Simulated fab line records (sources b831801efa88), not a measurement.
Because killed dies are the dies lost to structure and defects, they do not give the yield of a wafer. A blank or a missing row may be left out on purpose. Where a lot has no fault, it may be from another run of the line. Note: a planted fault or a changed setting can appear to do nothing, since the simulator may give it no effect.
Which tool did it? | flow sky130 | Sampling: 7 lots, 20 wafers, 2 of 708 route steps

## WHAT EACH GAUGE READ, for each wafer
SKY_VIA1_THK_MEAS_01.
lot  | measured     | on           | VIA1_HDPCVD_THK (nm)
L982 | day 34 11:55 | filmMetro-01 | 1042 1023 1040
L984 | day 34 22:56 | filmMetro-02 | 1032 1034 1029
L986 | day 35 13:19 | filmMetro-03 | 638 1035
L996 | day 38 09:43 | filmMetro-01 | 1040 1014 1033
L998 | day 39 01:17 | filmMetro-03 | 1038 1049 1034
L100 | day 39 17:11 | filmMetro-03 | 1012 1026 1028
L102 | day 39 17:46 | filmMetro-02 | 1020 1012 1029

## TOOL THAT RAN EACH LOT (tool first, then ch and the chambers of the sampled wafers, then the start)
lot  | SKY_VIA1_HDPCVD_00
L982 | hdpcvd-01 ch 0,1,2, day 34 11:48
L984 | hdpcvd-02 ch 0,2, day 34 22:50
L986 | hdpcvd-02 ch 2, day 35 13:12
L996 | hdpcvd-02 ch 1,2, day 38 09:36
L998 | hdpcvd-02 ch 0,1, day 39 01:10
L100 | hdpcvd-01 ch 0,1,2, day 39 17:05
L102 | hdpcvd-02 ch 0,2, day 39 17:39
- SKY_VIA1_HDPCVD_00: deposits SiO2, target thk 1030 nm, time 171.7 s.

## THE ANSWER, worked out from the rows above alone
Rule: usual is defined by the lots themselves. The widest of any qualifying gaps counts: lots, ordered by their means at a reading, are off when they make up no more than a third of the lots, leave a main group of 4 or more, and stand apart from it by 3 or more times the standard deviation of that group's means. A main group whose means are all the same, to the digits that the tables above print for the reading, isn't used. Also off: a lot with no number at a reading for which 4 or more lots have one. All remaining lots with rows at the step are treated as sound.
Off: at SKY_VIA1_THK_MEAS_01 (VIA1_HDPCVD_THK), L986. The main group: mean 1030 nm, standard deviation 7.
If a tool, at a process step before that reading, ran all the lots that are off and no sound lot after the first of them, it fits. Those tools and the gauges at SKY_VIA1_THK_MEAS_01 are tried in the same way. Not one of the candidates tried fits.

## WHAT WAS PUT IN BY THE SIMULATOR
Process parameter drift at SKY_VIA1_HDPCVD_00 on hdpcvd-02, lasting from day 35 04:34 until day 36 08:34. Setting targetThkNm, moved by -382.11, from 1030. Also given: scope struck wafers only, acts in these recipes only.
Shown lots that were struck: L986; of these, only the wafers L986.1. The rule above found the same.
